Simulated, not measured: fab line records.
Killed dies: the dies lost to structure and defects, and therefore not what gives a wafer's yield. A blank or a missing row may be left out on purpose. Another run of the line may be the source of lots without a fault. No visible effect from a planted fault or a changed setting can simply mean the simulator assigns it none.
Code-filled problem report in 8D (eight disciplines) form || flow sky130 || the parts of the form that need people (team, actions taken, sign-off) are left out

== 1. PROBLEM STATEMENT ==
SKY_PAD_OPEN_PROBE_99, killed_at_M0_to_M3: mean 84 on 3 wafers (1 lot); fault-free wafers 42, standard deviation 6.6. That is +6.4 standard deviations from the usual mean.
The first sign was on wafer L253.2 at day 47 14:55, on prober-02. The record holds 24 wafers of 8 lots with a number at this step. By rule, "out" or "out of limits" means more than 4 standard deviations away from the usual mean. The other wafers with a number count as sound.

== 2. WHAT THIS IS AND IS NOT ==
{"question": "which readings at this step", "is": "killed_at_M0_to_M3, defect_limited_yield, killed_dies, sort_bin_5_function, sort_n_pass, sort_yield_pct", "is not": "killed_at_M4_up, killed_at_contacts, killed_open, killed_short"}
{"question": "which lots", "is": "L253", "is not": "L247, L249, L256, L260, L263, L264, L266"}
{"question": "which wafers of those lots", "is": "all that have a number", "is not": "-"}
{"question": "read on which tools", "is": "prober-02", "is not": "prober-01"}
{"question": "when", "is": "from day 47 14:55", "is not": "up to then (6 sound wafers); but 15 sound wafers of L256, L260, L263, L264, L266 came after"}

== 3. THE SUSPECTS, EACH WITH WHAT RULES IT OUT ==
Counting: a tool at any process step up to the reading remains a suspect when it ran all the lots that are out and ran no sound lot after the first of those.
- wet_bench-04 at SKY_METAL3_STRIP_20 (strips in post etch residue remover, time 1200 s): ruled out as a lasting fault. After its first lot that is out, L253 (day 40 16:19), sound lots L264 ran on it.
- pvd_sputter-01 at SKY_METAL5_SPUTTER_01 (material TiN, target thk 20 nm, time 16.7 s): ruled out as a lasting fault. After its first lot that is out, L253 (day 44 20:00), sound lots L256, L264 ran on it.
- rie_metal-03 at SKY_METAL5_METAL_ETCH_15 (etches the open film in Cl2/BCl3, stops on SiO2, target depth 1260 nm, time 252 s): ruled out as a lasting fault. After its first lot that is out, L253 (day 45 18:06), sound lots L256, L260, L263 ran on it.
- plasma_asher-01 at SKY_PAD_OPEN_STRIP_08 (strips in O2/N2): kept. It ran the lot that is out, L253 (day 47 12:14), and no sound lot after that; its last sound lot up to then is L249 (day 46 12:13).
- prober-02 at SKY_PAD_OPEN_PROBE_99: ruled out as a lasting fault. After its first lot that is out, L253 (day 47 14:55), sound lots L263 ran on it.
The count leaves plasma_asher-01 at SKY_PAD_OPEN_STRIP_08.

== 4. THE CAUSE (what the simulator had put in) ==
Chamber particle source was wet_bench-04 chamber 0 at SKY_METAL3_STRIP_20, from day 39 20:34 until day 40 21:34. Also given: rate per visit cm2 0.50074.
It was ruled out by counting, in error; the rule expects a fault to strike all lots run on its tool from its start on, and this fault did not.

== 5. THE EFFECT CHAIN, in route order ==
One row per reading whose mean, taken over the struck wafers that have a number, lies over 3 standard deviations from the usual. Only readings whose record carries a usual standard deviation are examined. hours: median over the lots of the time between each lot's start at the first step of this table that gives one and its start at this step. sigmas: the change, counted in usual standard deviations.
{"hours": 0, "step": "SKY_PAD_OPEN_PROBE_99", "reading": "defect_limited_yield", "usual": "82.5 %", "on struck wafers": 71.7, "change": -10.8, "sigmas": -5.4}
{"hours": 0, "step": "SKY_PAD_OPEN_PROBE_99", "reading": "killed_at_M0_to_M3", "usual": 42, "on struck wafers": 84, "change": "+42", "sigmas": "+6.4"}
{"hours": 0, "step": "SKY_PAD_OPEN_PROBE_99", "reading": "killed_dies", "usual": 86, "on struck wafers": 139, "change": "+53", "sigmas": "+5.6"}
{"hours": 0, "step": "SKY_PAD_OPEN_PROBE_99", "reading": "sort_bin_3_pad_short", "usual": "0.9 %", "on struck wafers": 2.3, "change": "+1.4", "sigmas": "+3.2"}
{"hours": 0, "step": "SKY_PAD_OPEN_PROBE_99", "reading": "sort_bin_5_function", "usual": "10.3 %", "on struck wafers": 17.5, "change": "+7.2", "sigmas": "+4.8"}
{"hours": 0, "step": "SKY_PAD_OPEN_PROBE_99", "reading": "sort_n_pass", "usual": 406, "on struck wafers": 353, "change": -53, "sigmas": -5.6}
{"hours": 0, "step": "SKY_PAD_OPEN_PROBE_99", "reading": "sort_yield_pct", "usual": "82.5 %", "on struck wafers": 71.7, "change": -10.8, "sigmas": -5.4}
It contains these process steps:
- SKY_PAD_OPEN_PROBE_99

== 6. HOW IT WOULD HAVE BEEN CAUGHT EARLIER ==
First out-of-limits reading in this record: day 47 14:55, which is 186 hours after fault onset at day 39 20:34.
